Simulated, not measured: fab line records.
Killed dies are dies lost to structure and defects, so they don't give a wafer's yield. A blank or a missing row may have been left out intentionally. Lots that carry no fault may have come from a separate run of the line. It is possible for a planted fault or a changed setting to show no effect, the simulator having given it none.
Which tool was responsible? | flow gf180mcu | Sampling: 6 lots, 18 wafers, 2 of 602 route steps

== WHAT THE GAUGES READ, wafer by wafer ==
GF_VT_IMPLANT_TW_MEAS_32.
lot  | measured     | on            | VT_IMPLANT_3_TW
L216 | day 7 08:26  | film metro-04 | 267.4 267.8 268.1
L225 | day 10 00:05 | film metro-01 | 303.1 302.2 302.2
L227 | day 10 12:42 | film metro-04 | 267.8 264.9 266.4
L229 | day 11 06:27 | film metro-04 | 264.5 265.5 267.7
L233 | day 12 11:36 | film metro-01 | 271.1 270.2 271.0
L236 | day 13 04:00 | film metro-04 | 266.0 265.1 265.7

== TOOL THAT RAN EACH LOT (tool first, then ch and the chambers of the sampled wafers, then the start) ==
lot  | GF_VT_IMPLANT_IMPLANT_30
L216 | implanter-03 ch 0, day 7 08:11
L225 | implanter-01 ch 0, day 9 23:50
L227 | implanter-03 ch 0, day 10 12:28
L229 | implanter-04 ch 0, day 11 06:12
L233 | implanter-04 ch 0, day 12 11:21
L236 | implanter-03 ch 0, day 13 03:45
- GF_VT_IMPLANT_IMPLANT_30

== THE ANSWER, worked out from the rows above alone ==
Rule: the usual values come from the lots themselves. Put in order of their means at a reading, lots are off if they are a third of the lots or fewer, leave a main group of 4 or more, and stand apart from it by a gap of 3 or more times the standard deviation of the main group's means; of several such gaps the widest counts. A main group is skipped when, at the precision printed for the reading in the tables above, its means are all equal. A lot without any number at a reading at which 4 lots or more have one is off too. Where the step has rows for the other lots, those lots are counted as sound.
Off: at GF_VT_IMPLANT_TW_MEAS_32 (VT_IMPLANT_3_TW), L225. The main group: mean 267.3, standard deviation 1.9.
A tool fits if, at a process step before that reading, it ran every lot that is off, and no sound lot after the first of them. The gauges at GF_VT_IMPLANT_TW_MEAS_32 are tried like those tools. One fits: implanter-01 at GF_VT_IMPLANT_IMPLANT_30. It ran no sound lot before its first lot that is off in this sample, so the start can't be narrowed down.

== WHAT THE SIMULATOR PUT IN ==
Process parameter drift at GF_VT_IMPLANT_IMPLANT_30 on implanter-01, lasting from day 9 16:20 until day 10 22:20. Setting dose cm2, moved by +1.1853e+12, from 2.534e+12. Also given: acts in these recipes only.
Struck lots among those shown: L225. Same finding as the rule above.
